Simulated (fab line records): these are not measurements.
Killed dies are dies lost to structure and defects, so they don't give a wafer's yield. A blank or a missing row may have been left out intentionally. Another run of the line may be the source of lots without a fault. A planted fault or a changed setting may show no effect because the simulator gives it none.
fab line records | flow sky130
[record] lots = 11 wafers = 33 lastDay = 50
route steps=708 shown GATE_OXIDE@200 POLY_GATE@205 METAL1@435 CAPM@537 METAL3@567 PAD_OPEN@708
lots untouched by any fault: they come from a run of this same line in which no faults occurred
startH: hours from the record's opening day to when the first of the lot's shown wafers began | waitH: how many hours have passed since the lot's step before this one | " the same as in the row above | L1.1+2: a row that stands for several wafers | - no value, or no start was given | * or withheld: withheld | < > ~ a bound
route shown NAME@n: names a module that has steps shown in the file, with the first one's number in the route | usual: the fault-free wafers' mean and standard deviation | same: alike in all rows | chamber/n: place in a boat | sites: per-site readings | _std_site: their standard deviation | _edge_site: inner sites' mean taken away from outer sites' mean | radiusMm: for every site, how far away it sits from the centre of the wafer | mask NAME#n: copy n | behind: tool/chamber where the wafer was last shaped | hold: the reason the lot was held/the length of the hold in hours/how it ended | device: the transistor (n, p or np) that didn't switch | end of line: tests run on the same wafers once the route is complete | step lacking rows: just its recipe | killed: not the wafer's yield, but the dies lost to structure and defects at the first sort | map: a wafer's dies, marking killed ones x, the rest . and places with no die _
set.NAME: the run value of the setting; set.NAME@STEP: its run value at that earlier step | model.NAME: the simulator's own value behind a step, which no gauge read
steps of the route over a sample of lots; a table a step, a row a wafer
services: when a tool's chamber went out of use (startH, in hours from the record's first day, below 0 if earlier), for how many hours, and the reason
[[steps]]
[step SKY_GATE_OXIDE_STRIP_13]
[recipe] chemistry = O2/N2 powerW = 1400 pressureMtorr = 1500 platenTempC = withheld o2FlowSccm = 3000 n2FlowSccm = 300 overashFraction = 0.5
[usual] drypumpMotorCurrentA = 5.4/0.37 oesProductAu = 0.716/0.0047 stripTimeToEndpointS = 14.17/0.048
// columns lot.wafer tool chamber startH waitH drypumpMotorCurrentA oesProductAu rfHoursCounterH stripTimeToEndpointS
L994.4 plasmaAsher-01 1 308.49 0.0 5.5 0.710 - 14.09
L994.5 " 1 " " 5.5 0.710 - 14.07
L994.6 " 0 " " 5.6 0.717 - 14.10
L996.1 plasmaAsher-02 1 321.36 0.0 4.7 0.718 46 14.15
L996.4 " 0 " " 5.8 0.722 - 14.22
L996.5 " 0 " " 5.8 0.713 - 14.17
L998.2 plasmaAsher-01 0 335.64 0.0 5.6 0.709 64 14.23
L998.4 " 0 " " 5.5 0.716 - 14.23
L998.6 " 1 " " 5.5 0.714 - 14.20
L101.4 plasmaAsher-01 1 374.04 0.0 5.5 0.719 - 14.20
L101.5 " 0 " " 5.6 0.719 - 14.16
L101.6 " 1 " " 5.5 0.722 - 14.14
L105.2 plasmaAsher-03 0 402.76 0.0 5.5 0.723 72 14.24
L105.3 " 0 " " 5.6 0.715 - 14.20
L105.5 " 1 " " 5.6 0.728 - 14.19
L108.1 plasmaAsher-03 1 431.61 0.0 5.6 0.715 0 14.22
L108.3 " 0 " " 5.5 0.722 - 14.21
L108.5 " 1 " " 5.6 0.711 - 14.21
L110.2 plasmaAsher-01 0 443.11 0.0 5.5 0.716 75 14.23
L110.4 " 0 " " 5.5 0.714 - 14.20
L110.6 " 1 " " 5.5 0.716 - 14.20
L111.1 plasmaAsher-01 0 460.85 0.0 5.5 0.716 78 14.21
L111.2 " 1 " " 5.5 0.710 78 14.18
L111.3 " 0 " " 5.6 0.721 - 14.18
L113.1 plasmaAsher-01 1 475.62 0.0 5.5 0.718 80 14.19
L113.4 " 1 " " 5.5 0.719 - 14.13
L113.6 " 1 " " 5.5 0.717 - 14.17
L114.2 plasmaAsher-02 0 482.32 0.0 5.8 0.712 57 14.16
L114.3 " 0 " " 5.8 0.719 - 14.21
L114.4 " 1 " " 4.7 0.719 - 14.17
L115.4 plasmaAsher-01 0 483.59 0.0 5.6 0.724 - 14.15
L115.5 " 1 " " 5.5 0.727 - 14.13
L115.6 " 0 " " 5.6 0.713 - 14.15
[step SKY_POLY_GATE_THK_MEAS_01]
[recipe] reads = poly-Si_of_POLY_GATE_CVD_00
[usual] POLY_GATE_CVD_00_THK = 180.0/2
// columns lot.wafer tool chamber startH waitH POLY_GATE_CVD_00_THK[nm]
L994.4 filmMetro-04 - 312.56 0.0 183.1
L994.5 " - " " 182.0
L994.6 " - " " 183.6
L996.1 filmMetro-03 - 324.36 0.0 178.7
L996.4 " - " " 180.2
L996.5 " - " " 180.6
L998.2 filmMetro-01 - 339.39 0.0 183.0
L998.4 " - " " 181.2
L998.6 " - " " 180.5
L101.4 filmMetro-04 - 377.26 0.0 179.4
L101.5 " - " " 177.9
L101.6 " - " " 178.2
L105.2 filmMetro-04 - 405.99 0.0 180.8
L105.3 " - " " 180.6
L105.5 " - " " 180.0
L108.1 filmMetro-03 - 435.91 0.0 182.2
L108.3 " - " " 182.5
L108.5 " - " " 183.3
L110.2 filmMetro-03 - 446.06 0.0 182.8
L110.4 " - " " 180.4
L110.6 " - " " 181.6
L111.1 filmMetro-01 - 463.80 0.0 183.0
L111.2 " - " " 183.8
L111.3 " - " " 184.6
L113.1 filmMetro-03 - 479.90 0.0 175.7
L113.4 " - " " 176.5
L113.6 " - " " 176.0
L114.2 filmMetro-03 - 485.87 0.0 179.9
L114.3 " - " " 180.2
L114.4 " - " " 180.2
L115.4 filmMetro-03 - 487.09 0.0 180.6
L115.5 " - " " 180.0
L115.6 " - " " 178.6
[step SKY_METAL1_SPUTTER_01]
[recipe] material = TiN targetThkNm = 20 powerW = 6500 timeS = 16.7 chamberPressurePa = 0.4
[usual] throttleValvePct = 30.2/0.89
[same] timeS = 16.7
// columns lot.wafer tool chamber startH waitH throttleValvePct
L994.4 pvdSputter-02 - 737.52 0.0 28.7
L994.5 " - " " 29.0
L994.6 " - " " 31.5
L996.1 pvdSputter-03 - 750.60 0.0 30.1
L996.4 " - " " 30.1
L996.5 " - " " 30.1
L998.2 pvdSputter-03 - 767.74 0.0 30.1
L998.4 " - " " 32.2
L998.6 " - " " 30.2
L101.4 pvdSputter-02 - 802.04 0.0 28.9
L101.5 " - " " 31.8
L101.6 " - " " 28.8
L105.2 pvdSputter-04 - 824.42 0.0 30.1
L105.3 " - " " 30.7
L105.5 " - " " 30.7
L108.1 pvdSputter-02 - 850.36 0.0 30.0
L108.3 " - " " 28.9
L108.5 " - " " 28.9
L110.2 pvdSputter-04 - 861.11 0.0 30.5
L110.4 " - " " 30.0
L110.6 " - " " 29.6
L111.1 pvdSputter-04 - 879.64 0.0 30.3
L111.2 " - " " 30.0
L111.3 " - " " 31.0
L113.1 pvdSputter-02 - 886.86 0.0 29.9
L113.4 " - " " 28.7
L113.6 " - " " 29.9
L114.2 pvdSputter-04 - 892.59 0.0 30.6
L114.3 " - " " 30.2
L114.4 " - " " 30.1
L115.4 pvdSputter-02 - 897.02 0.0 29.2
L115.5 " - " " 31.5
L115.6 " - " " 30.0
[step SKY_CAPM_CVD_00]
[recipe] material = SiO2 targetThkNm = 15.5 tempC = 400 timeS = withheld rfW = 450
[usual] heaterPowerW = 737/90
// columns lot.wafer tool chamber startH waitH heaterPowerW
L994.4 pecvd-01 2 850.82 0.0 799
L994.5 " 0 " " 795
L994.6 " 1 " " 767
L996.1 pecvd-02 0 862.37 0.0 650
L996.4 " 0 " " 642
L996.5 " 2 " " 768
L998.2 pecvd-03 1 880.72 0.0 792
L998.4 " 0 " " 899
L998.6 " 2 " " 728
L101.4 pecvd-03 2 914.14 0.0 698
L101.5 " 0 " " 838
L101.6 " 1 " " 714
L105.2 pecvd-01 0 933.51 0.0 739
L105.3 " 0 " " 731
L105.5 " 1 " " 669
L108.1 pecvd-02 1 958.84 0.0 720
L108.3 " 2 " " 922
L108.5 " 2 " " 912
L110.2 pecvd-02 1 968.45 0.0 720
L110.4 " 1 " " 730
L110.6 " 2 " " 914
L111.1 pecvd-03 0 984.85 0.0 913
L111.2 " 2 " " 657
L111.3 " 1 " " 693
L113.1 pecvd-02 2 992.95 0.0 802
L113.4 " 1 " " 702
L113.6 " 0 " " 658
L114.2 pecvd-02 0 997.55 0.0 579
L114.3 " 1 " " 731
L114.4 " 1 " " 758
L115.4 pecvd-03 2 1001.46 0.0 620
L115.5 " 0 " " 815
L115.6 " 1 " " 783
[step SKY_CAPM_THK_MEAS_01]
[recipe] reads = SiO2_of_CAPM_CVD_00
[usual] CAPM_CVD_00_THK = 15.46/0.22
// columns lot.wafer tool chamber startH waitH CAPM_CVD_00_THK[nm]
L994.4 filmMetro-04 - 850.86 - 15.66
L994.5 " - " " 15.49
L994.6 " - " " 15.37
L996.1 filmMetro-04 - 862.39 - 15.18
L996.4 " - " " 15.58
L996.5 " - " " 15.65
L998.2 filmMetro-04 - 880.75 - 15.44
L998.4 " - " " 15.67
L998.6 " - " " 15.51
L101.4 filmMetro-03 - 914.18 - 15.59
L101.5 " - " " 15.54
L101.6 " - " " 15.54
L105.2 filmMetro-02 - 933.55 - 14.88
L105.3 " - " " 15.14
L105.5 " - " " 26.88
L108.1 filmMetro-02 - 958.86 - 15.52
L108.3 " - " " 15.49
L108.5 " - " " 15.72
L110.2 filmMetro-04 - 968.48 - 15.61
L110.4 " - " " 15.75
L110.6 " - " " 15.63
L111.1 filmMetro-02 - 984.87 - 15.04
L111.2 " - " " 15.15
L111.3 " - " " 15.12
L113.1 filmMetro-04 - 992.97 - 15.62
L113.4 " - " " 15.59
L113.6 " - " " 15.55
L114.2 filmMetro-02 - 997.58 - 15.44
L114.3 " - " " 15.39
L114.4 " - " " 15.87
L115.4 filmMetro-04 - 1001.50 - 15.40
L115.5 " - " " 15.57
L115.6 " - " " 15.46
[step SKY_METAL3_ETCH_17]
[recipe] target = SiO2 stopOn = TiN chemistry = C4F8/O2/Ar sourceW = 1500 biasW = 1200 pressureMtorr = 40 c4f8FlowSccm = withheld O2_flow_sccm = 6 Ar_flow_sccm = 300 timeS = 3.9 targetDepthA = 150
[usual] oesProductAu = 0.753/0.0073
[same] timeS = 3.9
// columns lot.wafer tool chamber startH waitH oesProductAu rfHoursCounterH
L994.4 rieDiel-03 2 903.31 0.0 0.765 7
L994.5 " 2 " " 0.759 -
L994.6 " 1 " " 0.745 -
L996.1 rieDiel-03 0 914.55 0.1 0.739 7
L996.4 " 1 " " 0.755 13
L996.5 " 1 " " 0.758 -
L998.2 rieDiel-03 3 932.46 0.1 0.751 6
L998.4 " 1 " " 0.764 13
L998.6 " 2 " " 0.749 -
L101.4 rieDiel-01 2 963.25 0.0 0.761 20
L101.5 " 1 " " 0.757 -
L101.6 " 2 " " 0.755 -
L105.2 rieDiel-03 3 983.84 0.1 0.743 8
L105.3 " 2 " " 0.745 9
L105.5 " 1 " " 0.996 -
L108.1 rieDiel-01 3 1007.39 0.1 0.754 11
L108.3 " 1 " " 0.752 7
L108.5 " 3 " " 0.763 -
L110.2 rieDiel-03 3 1015.81 0.1 0.756 8
L110.4 " 1 " " 0.762 16
L110.6 " 3 " " 0.756 -
L111.1 rieDiel-03 1 1031.86 0.1 0.737 16
L111.2 " 0 " " 0.743 10
L111.3 " 3 " " 0.742 9
L113.1 rieDiel-01 1 1039.44 0.1 0.757 8
L113.4 " 3 " " 0.750 12
L113.6 " 2 " " 0.756 -
L114.2 rieDiel-04 2 1044.59 0.1 0.763 20
L114.3 " 1 " " 0.754 22
L114.4 " 1 " " 0.762 -
L115.4 rieDiel-01 1 1048.30 0.0 0.755 8
L115.5 " 2 " " 0.758 -
L115.6 " 3 " " 0.752 -
[step SKY_PAD_OPEN_PROBE_99]
[usual] defectLimitedYield = 82.5/2 killed_at_M0_to_M3 = 44/7 killed_at_M4_up = 3.0/1.7 killedAtContacts = 24/5.2 killedAtFrontEnd = 15/4.8 killedAtOther = 0.2/0.56 killedDies = 86/9.7 killedOpen = 47/7.1 killedShort = 39/6.3
[same] grossDies = 492 killedAtBackSide = 0
// columns lot.wafer tool chamber startH waitH defectLimitedYield[%] killed_at_M0_to_M3 killed_at_M4_up killedAtContacts killedAtFrontEnd killedAtOther killedDies killedOpen killedShort
L994.4 prober-02 - 1078.09 0.2 79.7 55 2 22 21 0 100 52 46
L994.5 prober-02 - 1078.14 0.2 82.7 47 1 16 20 1 85 40 44
L994.6 prober-02 - 1078.19 0.2 81.7 55 4 16 14 1 90 57 33
L996.1 prober-01 - 1088.22 0.1 82.7 46 3 27 9 0 85 44 41
L996.4 prober-01 - 1088.37 0.2 83.5 36 3 26 16 0 81 46 34
L996.5 prober-01 - 1088.42 0.2 84.8 31 5 27 12 0 75 44 31
L998.2 prober-02 - 1102.80 0.1 83.3 35 4 25 18 0 82 47 35
L998.4 prober-02 - 1102.90 0.2 86.6 37 6 14 9 0 66 31 35
L998.6 prober-02 - 1103.00 0.2 85.2 38 5 19 11 0 73 33 39
L101.4 prober-02 - 1128.03 0.2 82.3 44 2 32 9 0 87 53 34
L101.5 prober-02 - 1128.08 0.2 82.1 50 2 29 7 0 88 51 37
L101.6 prober-02 - 1128.13 0.2 80.9 55 4 21 14 0 94 50 43
L105.2 prober-01 - 1144.82 0.1 84.6 47 0 20 9 0 76 42 32
L105.3 prober-01 - 1144.87 0.2 84.1 30 2 30 16 0 78 41 37
L105.5 prober-01 - 1144.97 0.2 82.9 47 1 22 14 0 84 42 42
L108.1 prober-02 - 1163.82 0.1 82.9 35 2 27 19 1 84 37 47
L108.3 prober-02 - 1163.92 0.2 83.3 46 6 19 10 1 82 45 37
L108.5 prober-02 - 1164.02 0.2 80.9 42 3 28 21 0 94 49 45
L110.2 prober-01 - 1170.74 0.1 82.3 44 3 25 15 0 87 42 45
L110.4 prober-01 - 1170.84 0.2 84.3 32 4 23 17 1 77 42 35
L110.6 prober-01 - 1170.94 0.2 84.3 46 2 17 12 0 77 41 36
L111.1 prober-02 - 1182.66 0.1 81.9 48 2 24 14 1 89 41 48
L111.2 prober-02 - 1182.71 0.1 82.7 47 3 21 14 0 85 49 36
L111.3 prober-02 - 1182.76 0.2 81.9 47 5 25 12 0 89 47 42
L113.1 prober-01 - 1187.75 0.1 85.8 37 3 20 10 0 70 41 29
L113.4 prober-01 - 1187.90 0.2 86.2 32 1 24 11 0 68 40 28
L113.6 prober-01 - 1188.00 0.2 84.8 33 0 20 22 0 75 42 32
L114.2 prober-01 - 1192.13 0.1 79.1 55 2 32 14 0 103 53 50
L114.3 prober-01 - 1192.18 0.2 83.9 39 4 29 7 0 79 48 31
L114.4 prober-01 - 1192.23 0.2 81.9 58 1 21 9 0 89 49 40
L115.4 prober-02 - 1194.10 0.2 85.0 38 3 17 16 0 74 41 33
L115.5 prober-02 - 1194.15 0.2 82.3 37 3 29 18 0 87 48 39
L115.6 prober-02 - 1194.20 0.2 80.9 47 3 24 20 0 94 63 31
// killed by level:class
L994.4 VIA1:geometricParticle:open=11 METAL2:geometricParticle:short=10 LI_CONTACT:geometricParticle:open=8 CONTACT:geometricParticle:open=8 VIA2:geometricParticle:open=8 FIELD_ISO:geometricParticle:short=6 VIA1:geometricParticle:short=5 POLY_GATE:geometricParticle:open=4
L994.5 VIA1:geometricParticle:open=9 FIELD_ISO:geometricParticle:short=8 LI_CONTACT:geometricParticle:open=7 VIA2:geometricParticle:open=7 VIA3:geometricParticle:open=6 VIA2:geometricParticle:short=5 METAL3:geometricParticle:short=5 METAL2:geometricParticle:short=4
L994.6 VIA1:geometricParticle:open=26 LI_CONTACT:geometricParticle:open=8 VIA2:geometricParticle:open=7 FIELD_ISO:geometricParticle:open=5 POLY_GATE:geometricParticle:short=4 METAL1:geometricParticle:short=4 VIA1:geometricParticle:short=4 METAL4:geometricParticle:short=4
L996.1 LI_CONTACT:geometricParticle:open=8 VIA1:geometricParticle:open=8 VIA2:geometricParticle:open=7 CONTACT:geometricParticle:open=6 VIA1:geometricParticle:short=6 LOCAL_INTERCONNECT:geometricParticle:short=5 METAL1:geometricParticle:short=5 VIA3:geometricParticle:open=5
L996.4 CONTACT:geometricParticle:open=11 VIA1:geometricParticle:open=11 POLY_GATE:geometricParticle:short=7 VIA3:geometricParticle:open=7 LI_CONTACT:geometricParticle:open=6 POLY_GATE:geometricParticle:open=5 METAL3:geometricParticle:short=5 VIA2:geometricParticle:open=3
L996.5 CONTACT:geometricParticle:open=11 VIA1:geometricParticle:open=8 LI_CONTACT:geometricParticle:open=7 VIA2:geometricParticle:open=6 FIELD_ISO:geometricParticle:short=4 LOCAL_INTERCONNECT:geometricParticle:short=4 VIA3:geometricParticle:open=4 FIELD_ISO:geometricParticle:open=3
L998.2 CONTACT:geometricParticle:open=12 VIA3:geometricParticle:open=6 LI_CONTACT:geometricParticle:open=6 METAL1:geometricParticle:short=6 VIA1:geometricParticle:open=5 METAL2:geometricParticle:short=5 FIELD_ISO:geometricParticle:open=4 VIA1:geometricParticle:short=4
L998.4 VIA2:geometricParticle:open=7 CONTACT:geometricParticle:open=6 METAL2:geometricParticle:short=6 METAL4:geometricParticle:short=6 FIELD_ISO:geometricParticle:short=4 LI_CONTACT:geometricParticle:open=4 VIA1:geometricParticle:short=4 VIA1:geometricParticle:open=4
L998.6 VIA2:geometricParticle:open=9 METAL2:geometricParticle:short=8 CONTACT:geometricParticle:open=6 VIA1:geometricParticle:open=5 FIELD_ISO:geometricParticle:short=4 VIA3:geometricParticle:open=4 CONTACT:geometricParticle:short=4 LI_CONTACT:geometricParticle:short=3
L101.4 CONTACT:geometricParticle:open=11 VIA1:geometricParticle:open=11 VIA3:geometricParticle:open=7 LI_CONTACT:geometricParticle:open=6 VIA1:geometricParticle:short=6 LI_CONTACT:geometricParticle:short=5 LOCAL_INTERCONNECT:geometricParticle:short=5 METAL1:geometricParticle:short=5
L101.5 VIA1:geometricParticle:open=13 LI_CONTACT:geometricParticle:open=10 CONTACT:geometricParticle:open=8 VIA1:geometricParticle:short=8 VIA3:geometricParticle:open=7 LOCAL_INTERCONNECT:geometricParticle:short=5 VIA2:geometricParticle:short=5 VIA2:geometricParticle:open=5
L101.6 VIA3:geometricParticle:open=11 VIA1:geometricParticle:open=11 VIA2:geometricParticle:open=7 CONTACT:geometricParticle:open=6 METAL1:geometricParticle:short=6 FIELD_ISO:geometricParticle:open=5 FIELD_ISO:geometricParticle:short=5 LI_CONTACT:geometricParticle:short=4
L105.2 VIA1:geometricParticle:open=15 CONTACT:geometricParticle:open=7 METAL1:geometricParticle:short=5 VIA2:geometricParticle:open=5 VIA2:geometricParticle:short=5 CONTACT:geometricParticle:short=4 LOCAL_INTERCONNECT:geometricParticle:short=4 LI_CONTACT:geometricParticle:open=3
L105.3 LI_CONTACT:geometricParticle:open=10 LI_CONTACT:geometricParticle:short=7 VIA1:geometricParticle:open=7 FIELD_ISO:geometricParticle:open=6 FIELD_ISO:geometricParticle:short=6 CONTACT:geometricParticle:open=6 VIA3:geometricParticle:open=5 VIA2:geometricParticle:short=5
L105.5 CONTACT:geometricParticle:open=10 METAL2:geometricParticle:short=10 VIA3:geometricParticle:open=9 VIA1:geometricParticle:open=8 VIA2:geometricParticle:open=7 LI_CONTACT:geometricParticle:open=4 VIA1:geometricParticle:short=4 FIELD_ISO:geometricParticle:open=3
L108.1 CONTACT:geometricParticle:open=8 VIA1:geometricParticle:open=8 LOCAL_INTERCONNECT:geometricParticle:short=7 METAL1:geometricParticle:short=7 VIA2:geometricParticle:open=6 CONTACT:geometricParticle:short=5 POLY_GATE:geometricParticle:short=5 LI_CONTACT:geometricParticle:open=5
L108.3 VIA1:geometricParticle:open=11 VIA1:geometricParticle:short=7 VIA3:geometricParticle:open=7 LI_CONTACT:geometricParticle:open=6 METAL2:geometricParticle:short=6 VIA2:geometricParticle:open=6 CONTACT:geometricParticle:open=5 METAL1:geometricParticle:short=5
L108.5 LI_CONTACT:geometricParticle:open=10 VIA3:geometricParticle:open=9 VIA1:geometricParticle:open=9 LOCAL_INTERCONNECT:geometricParticle:short=6 METAL1:geometricParticle:short=6 POLY_GATE:geometricParticle:short=5 CONTACT:geometricParticle:open=5 FIELD_ISO:geometricParticle:short=4
L110.2 VIA1:geometricParticle:open=11 CONTACT:geometricParticle:open=8 METAL1:geometricParticle:short=7 FIELD_ISO:geometricParticle:short=6 LI_CONTACT:geometricParticle:short=6 LI_CONTACT:geometricParticle:open=5 METAL2:geometricParticle:short=5 CONTACT:geometricParticle:short=4
L110.4 CONTACT:geometricParticle:open=11 VIA1:geometricParticle:open=8 FIELD_ISO:geometricParticle:open=7 LI_CONTACT:geometricParticle:open=6 METAL2:geometricParticle:short=5 VIA3:geometricParticle:short=5 POLY_GATE:geometricParticle:short=4 METAL3:geometricParticle:short=4
L110.6 METAL2:geometricParticle:short=10 METAL1:geometricParticle:short=8 VIA1:geometricParticle:open=8 CONTACT:geometricParticle:open=7 VIA2:geometricParticle:open=6 LI_CONTACT:geometricParticle:open=4 METAL1:geometricParticle:open=4 VIA1:geometricParticle:short=4
L111.1 VIA1:geometricParticle:open=12 VIA2:geometricParticle:short=9 CONTACT:geometricParticle:open=8 VIA1:geometricParticle:short=8 LOCAL_INTERCONNECT:geometricParticle:short=5 FIELD_ISO:geometricParticle:open=4 POLY_GATE:geometricParticle:open=4 LI_CONTACT:geometricParticle:open=4
L111.2 VIA1:geometricParticle:open=14 CONTACT:geometricParticle:open=11 VIA3:geometricParticle:open=10 METAL2:geometricParticle:short=6 FIELD_ISO:geometricParticle:open=5 LOCAL_INTERCONNECT:geometricParticle:short=5 VIA1:geometricParticle:short=5 FIELD_ISO:geometricParticle:short=4
L111.3 VIA1:geometricParticle:open=11 CONTACT:geometricParticle:open=9 LI_CONTACT:geometricParticle:open=6 VIA2:geometricParticle:open=6 VIA1:geometricParticle:short=5 VIA3:geometricParticle:open=5 FIELD_ISO:geometricParticle:open=4 LOCAL_INTERCONNECT:geometricParticle:short=4
L113.1 VIA1:geometricParticle:open=9 CONTACT:geometricParticle:open=8 METAL1:geometricParticle:short=6 VIA2:geometricParticle:open=5 VIA3:geometricParticle:open=5 LI_CONTACT:geometricParticle:open=4 VIA1:geometricParticle:short=4 FIELD_ISO:geometricParticle:open=3
L113.4 CONTACT:geometricParticle:open=11 VIA1:geometricParticle:open=11 FIELD_ISO:geometricParticle:short=8 LI_CONTACT:geometricParticle:open=6 METAL2:geometricParticle:short=6 VIA2:geometricParticle:open=4 LOCAL_INTERCONNECT:geometricParticle:short=3 VIA2:geometricParticle:short=3
L113.6 CONTACT:geometricParticle:open=11 VIA1:geometricParticle:open=8 FIELD_ISO:geometricParticle:open=7 POLY_GATE:geometricParticle:short=5 VIA2:geometricParticle:open=5 FIELD_ISO:geometricParticle:short=4 METAL2:geometricParticle:short=4 LI_CONTACT:geometricParticle:open=3
L114.2 CONTACT:geometricParticle:open=13 VIA1:geometricParticle:open=12 METAL2:geometricParticle:short=10 VIA2:geometricParticle:open=9 CONTACT:geometricParticle:short=6 FIELD_ISO:geometricParticle:short=5 METAL1:geometricParticle:short=5 LI_CONTACT:geometricParticle:open=5
L114.3 CONTACT:geometricParticle:open=10 LI_CONTACT:geometricParticle:open=8 VIA3:geometricParticle:open=8 VIA2:geometricParticle:open=8 LOCAL_INTERCONNECT:geometricParticle:short=6 VIA1:geometricParticle:open=6 VIA1:geometricParticle:short=4 METAL2:geometricParticle:short=3
L114.4 VIA1:geometricParticle:open=10 VIA2:geometricParticle:open=10 VIA3:geometricParticle:short=8 LI_CONTACT:geometricParticle:open=7 CONTACT:geometricParticle:open=7 METAL2:geometricParticle:short=6 METAL1:geometricParticle:short=6 VIA3:geometricParticle:open=6
L115.4 VIA1:geometricParticle:open=9 LI_CONTACT:geometricParticle:open=7 VIA2:geometricParticle:open=7 POLY_GATE:geometricParticle:short=5 FIELD_ISO:geometricParticle:open=4 VIA3:geometricParticle:open=4 LOCAL_INTERCONNECT:geometricParticle:short=3 FIELD_ISO:geometricParticle:short=3
L115.5 VIA1:geometricParticle:open=11 CONTACT:geometricParticle:open=10 FIELD_ISO:geometricParticle:open=8 LOCAL_INTERCONNECT:geometricParticle:short=6 VIA2:geometricParticle:open=6 LI_CONTACT:geometricParticle:open=5 POLY_GATE:geometricParticle:short=4 LI_CONTACT:geometricParticle:short=4
L115.6 VIA1:geometricParticle:open=13 VIA2:geometricParticle:open=11 LI_CONTACT:geometricParticle:open=9 CONTACT:geometricParticle:open=9 FIELD_ISO:geometricParticle:open=7 FIELD_ISO:geometricParticle:short=6 VIA2:geometricParticle:short=5 VIA3:geometricParticle:open=5
[[services]]
// columns tool chamber startH hours kind
rieDiel-03 3 305.46 5.1 repair
pvdSputter-04 - 324.82 18.5 repair
rieDiel-01 3 349.38 3.8 repair
pecvd-02 1 349.60 3.6 repair
rieDiel-03 - 351.11 0.4 repair
rieDiel-03 3 352.28 21.0 repair
rieDiel-03 0 356.40 2.5 repair
pecvd-02 - 369.21 4.3 pm
pecvd-02 - 411.72 26.5 repair
pvdSputter-02 - 415.02 6.0 repair
pvdSputter-02 - 436.61 1.4 repair
rieDiel-03 1 465.25 12.3 repair
pecvd-02 - 539.50 2.2 repair
rieDiel-03 2 568.34 4.2 repair
rieDiel-03 2 583.56 11.2 repair
rieDiel-03 1 588.55 6.7 repair
rieDiel-03 2 598.28 2.5 repair
plasmaAsher-01 - 668.19 2.0 repair
rieDiel-03 1 685.64 10.2 repair
rieDiel-03 2 726.04 7.6 repair
plasmaAsher-01 - 733.75 9.0 pm
plasmaAsher-01 - 793.08 2.8 pm
rieDiel-03 0 869.24 8.0 repair
rieDiel-03 - 898.13 2.8 pm
[[key]]
[firstSign] step = SKY_CAPM_THK_MEAS_01 reading = CAPM_CVD_00_THK direction = up sigmas = 53 usual = 15.46 struck = 26.88
[effect] step = SKY_METAL3_ETCH_17 reading = oesProductAu direction = up sigmas = 33 usual = 0.753 struck = 0.996
metAt SKY_CAPM_CVD_00
struckLots L105
struckWafers L105.5
notActingAt SKY_GATE_OXIDE_STRIP_13,SKY_POLY_GATE_THK_MEAS_01,SKY_METAL1_SPUTTER_01
onsetBetween 850.82 933.51
[fault] kind = processParameterDrift tool = pecvd-01 chamber = - onsetH = 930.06 steps = SKY_CAPM_CVD_00 channel = targetThkNm offset = 11.568 shape = step endH = 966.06 scope = struckWafersOnly actsIn = theseRecipesOnly stated = 15.5
